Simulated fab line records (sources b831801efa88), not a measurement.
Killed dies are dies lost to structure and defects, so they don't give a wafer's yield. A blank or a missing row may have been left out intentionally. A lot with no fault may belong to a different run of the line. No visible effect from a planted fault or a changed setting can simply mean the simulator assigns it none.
The tool behind it: which one? | flow gf180mcu | 39 wafers from 13 lots sampled at 4 of the route's 602 steps

== WHAT THE GAUGES READ, wafer by wafer ==
GF_PSD_RS_MEAS_14: measurement is done with a four-point probe.
lot  | measured     | on           | NSD_RS (ohm/sq)
L147 | day 15 22:03 | filmMetro-03 | 46.07 46.00 46.01
L148 | day 16 10:28 | filmMetro-01 | 45.88 45.90 45.88
L149 | day 16 17:02 | filmMetro-04 | 46.05 45.97 45.94
L150 | day 17 02:01 | filmMetro-04 | 46.12 45.97 46.08
L151 | day 17 06:17 | filmMetro-01 | 45.88 45.96 45.88
L158 | day 19 19:31 | filmMetro-01 | 44.88 44.86 44.84
L160 | day 20 10:43 | filmMetro-01 | 44.80 44.83 44.82
L164 | day 21 23:16 | filmMetro-01 | 45.94 45.99 45.94
L165 | day 22 01:35 | filmMetro-03 | 45.98 46.00 45.95
L167 | day 22 15:34 | filmMetro-04 | 45.94 45.97 46.07
L168 | day 23 00:46 | filmMetro-01 | 46.05 45.99 45.92
L169 | day 23 08:49 | filmMetro-04 | 45.92 45.92 45.93
L170 | day 23 14:29 | filmMetro-04 | 46.12 45.98 45.96

GF_PSD_RS_MEAS_15: measurement is done with a four-point probe.
lot  | measured     | on           | PSD_RS (ohm/sq)
L147 | day 15 22:10 | filmMetro-03 | 108.94 108.77 108.48
L148 | day 16 10:35 | filmMetro-01 | 108.40 108.29 108.22
L149 | day 16 17:09 | filmMetro-04 | 108.33 108.25 108.55
L150 | day 17 02:08 | filmMetro-04 | 108.84 108.69 108.87
L151 | day 17 06:24 | filmMetro-01 | 108.42 108.39 108.41
L158 | day 19 19:38 | filmMetro-01 | 104.59 104.49 104.89
L160 | day 20 10:50 | filmMetro-01 | 104.66 105.02 104.80
L164 | day 21 23:23 | filmMetro-01 | 108.51 108.71 108.49
L165 | day 22 01:42 | filmMetro-03 | 108.91 109.02 108.21
L167 | day 22 15:41 | filmMetro-04 | 108.76 108.37 109.18
L168 | day 23 00:53 | filmMetro-01 | 109.06 108.84 108.64
L169 | day 23 08:56 | filmMetro-04 | 108.18 108.28 108.42
L170 | day 23 14:36 | filmMetro-04 | 109.01 108.57 108.30

GF_CONTACT_THK_MEAS_03.
lot  | measured     | on           | CONTACT_CVD_02_THK (nm)
L147 | day 16 23:08 | filmMetro-02 | 862 881 882
L148 | day 17 11:24 | filmMetro-04 | 865 869 862
L149 | day 17 18:17 | filmMetro-04 | 867 868 881
L150 | day 18 03:54 | filmMetro-04 | 864 870 877
L151 | day 18 07:52 | filmMetro-02 | 861 864 874
L158 | day 20 21:48 | filmMetro-03 | 855 857 863
L160 | day 21 12:51 | filmMetro-03 | 850 848 859
L164 | day 23 01:08 | filmMetro-04 | 861 866 872
L165 | day 23 02:58 | filmMetro-04 | 858 858 862
L167 | day 23 16:58 | filmMetro-02 | 882 869 893
L168 | day 24 01:52 | filmMetro-03 | 859 843 866
L169 | day 24 10:05 | filmMetro-02 | 835 861 856
L170 | day 24 15:20 | filmMetro-03 | 841 850 858

== EACH LOT AND THE TOOL THAT RAN IT (in order: tool; ch and the chambers of the sampled wafers; start) ==
lot  | GF_PSD_RTA_13
L147 | rtpAnneal-01 ch 0, day 15 21:58
L148 | rtpAnneal-02 ch 0, day 16 10:22
L149 | rtpAnneal-02 ch 0, day 16 16:56
L150 | rtpAnneal-01 ch 0, day 17 01:56
L151 | rtpAnneal-02 ch 0, day 17 06:11
L158 | rtpAnneal-02 ch 0, day 19 19:26
L160 | rtpAnneal-02 ch 0, day 20 10:37
L164 | rtpAnneal-01 ch 0, day 21 23:11
L165 | rtpAnneal-01 ch 0, day 22 01:29
L167 | rtpAnneal-01 ch 0, day 22 15:28
L168 | rtpAnneal-01 ch 0, day 23 00:40
L169 | rtpAnneal-02 ch 0, day 23 08:44
L170 | rtpAnneal-01 ch 0, day 23 14:23
- GF_PSD_RTA_13: time 20 s.

== WHAT THE TOOLS THEMSELVES READ (means of the sampled wafers that have a number; where no wafer has one, the mark that the record gives instead) ==
GF_PSD_RTA_13.
lot  | tool         | lampPowerPct (%) | wafer_temp_C_max
L147 | rtpAnneal-01 | 33.2             | 1031.7
L148 | rtpAnneal-02 | 39.1             | 1028.8
L149 | rtpAnneal-02 | 39.0             | 1029.6
L150 | rtpAnneal-01 | 33.2             | 1030.6
L151 | rtpAnneal-02 | 39.0             | 1030.2
L158 | rtpAnneal-02 | 39.8             | 1035.2
L160 | rtpAnneal-02 | 39.8             | 1036.8
L164 | rtpAnneal-01 | 33.2             | 1030.3
L165 | rtpAnneal-01 | 33.3             | 1030.1
L167 | rtpAnneal-01 | 33.2             | 1030.5
L168 | rtpAnneal-01 | 33.2             | 1031.1
L169 | rtpAnneal-02 | 39.0             | 1029.6
L170 | rtpAnneal-01 | 33.2             | 1030.7

== THE ANSWER, worked out from the rows above alone ==
Rule: the lots themselves supply what counts as usual. The widest of any qualifying gaps counts: lots, ordered by their means at a reading, are off when they make up no more than a third of the lots, leave a main group of 4 or more, and stand apart from it by 3 or more times the standard deviation of that group's means. A main group is skipped when, at the precision printed for the reading in the tables above, its means are all equal. Also off: a lot with no number at a reading for which 4 or more lots have one. The other lots that the step has rows for count as sound. Order of review: gauges by route order, followed by the tools' own readings, for which a lot's mean as printed above is used. At the first step where some lot is off, the reading lying furthest off is the one used; lots without a number count as furthest.
Off: L158, L160, at GF_PSD_RS_MEAS_14 (NSD_RS). The main group has a mean of 45.97 ohm/sq with a standard deviation of 0.05.
A tool fits if, at a process step before that reading, it ran every lot that is off, and no sound lot after the first of them. The gauges at GF_PSD_RS_MEAS_14 aren't tried: what is off there is off at GF_PSD_RTA_13 too, on other tools, and a gauge's error can't cause that. Of those tried, none fits.

== WHAT WAS PUT IN BY THE SIMULATOR ==
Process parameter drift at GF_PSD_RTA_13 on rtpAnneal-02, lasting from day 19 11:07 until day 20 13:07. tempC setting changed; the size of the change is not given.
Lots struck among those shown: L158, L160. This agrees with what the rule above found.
